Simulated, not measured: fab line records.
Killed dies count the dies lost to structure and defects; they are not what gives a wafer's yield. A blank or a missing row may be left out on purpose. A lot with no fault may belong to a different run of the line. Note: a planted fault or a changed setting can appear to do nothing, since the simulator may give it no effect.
Commonality check across tools    flow sky130    12 lots, 42 wafers sampled

WHY THIS WAS OPENED
At SKY_SD_N_RS_MEAS_16 the reading SD_N_RS is flagged on 2 of 12 lots. No-fault wafers: 68.56 ohm/sq, standard deviation 0.081.
Rule: a lot is flagged in two cases, either no wafer of it has a number, or all its wafers with numbers fall more than 4 standard deviations from that mean. The other lots count as sound.

lot   measured      on             SD_N_RS (ohm/sq), wafer by wafer     flag
L970  day 28 19:34  film metro-01  68.68 68.59 68.61                    
L972  day 29 02:49  film metro-01  68.65 68.61 68.66                    
L973  day 29 16:20  film metro-01  68.54 68.50 68.57                    
L975  day 30 02:16  film metro-03  71.63 71.63 71.67 71.82 71.59 71.65  FLAGGED
L976  day 30 09:19  film metro-01  68.51 68.58 68.54                    
L977  day 30 13:37  film metro-02  71.66 71.55 71.69 71.78 71.66 71.67  FLAGGED
L985  day 33 05:52  film metro-01  68.62 68.58 68.63                    
L988  day 33 20:00  film metro-01  68.40 68.54 68.62                    
L989  day 34 08:35  film metro-02  68.55 68.65 68.52                    
L991  day 34 22:01  film metro-02  68.62 68.65 68.61                    
L992  day 35 07:59  film metro-01  68.63 68.52 68.54                    
L993  day 35 14:51  film metro-03  68.59 68.60 68.54                    
Average over the flagged lots: 71.67 ohm/sq; offset from the usual +3.11 ohm/sq, equal to +38 standard deviations.

LOT BY LOT: THE TOOL USED
The record keeps 1 process step preceding the reading, out of 708 steps on the route. Read each cell as the tool, then ch plus the chambers that the sampled wafers visited, then the start.
lot   flag     SKY_SD_N_RTA_14
L970           rtp anneal-01 ch 0, day 28 19:23
L972           rtp anneal-02 ch 0, day 29 02:38
L973           rtp anneal-02 ch 0, day 29 16:10
L975  FLAGGED  rtp anneal-02 ch 0, day 30 02:04
L976           rtp anneal-01 ch 0, day 30 09:08
L977  FLAGGED  rtp anneal-02 ch 0, day 30 13:26
L985           rtp anneal-02 ch 0, day 33 05:41
L988           rtp anneal-01 ch 0, day 33 19:50
L989           rtp anneal-02 ch 0, day 34 08:23
L991           rtp anneal-02 ch 0, day 34 21:50
L992           rtp anneal-01 ch 0, day 35 07:46
L993           rtp anneal-02 ch 0, day 35 14:41
These steps, and what they do:
- SKY_SD_N_RTA_14: time 2 s.
- SKY_SD_N_RS_MEAS_16: measures by four-point-probe.

FLAGGED OVER TOTAL, TOOL BY TOOL (the gauges that took the reading come last)
step                 tool           lots run  flagged  share of the flagged lots  sound lots run after its first flagged lot
SKY_SD_N_RTA_14      rtp anneal-01  4         0        none                       -
SKY_SD_N_RTA_14      rtp anneal-02  8         2        all                        4 (L985,L989,L991,L993)
SKY_SD_N_RS_MEAS_16  film metro-01  7         0        none                       -
SKY_SD_N_RS_MEAS_16  film metro-02  3         1        some                       2 (L989,L991)
SKY_SD_N_RS_MEAS_16  film metro-03  2         1        some                       1 (L993)

WHAT THE TABLE ALLOWS
All flagged lots share 1 row of the table, namely rtp anneal-02 at SKY_SD_N_RTA_14.
- rtp anneal-02 at SKY_SD_N_RTA_14: 2 of its 8 lots flagged. After the first flagged lot (L985, L989, L991, L993), sound lots still ran on it; a lasting fault on the whole tool would not permit that. Its own readings (lamp power pct) fall more than 4 standard deviations out on all wafers of the flagged lots.
None of the table's rows ran every flagged lot and, after the first, no sound lot.

WHAT WAS PUT IN BY THE SIMULATOR
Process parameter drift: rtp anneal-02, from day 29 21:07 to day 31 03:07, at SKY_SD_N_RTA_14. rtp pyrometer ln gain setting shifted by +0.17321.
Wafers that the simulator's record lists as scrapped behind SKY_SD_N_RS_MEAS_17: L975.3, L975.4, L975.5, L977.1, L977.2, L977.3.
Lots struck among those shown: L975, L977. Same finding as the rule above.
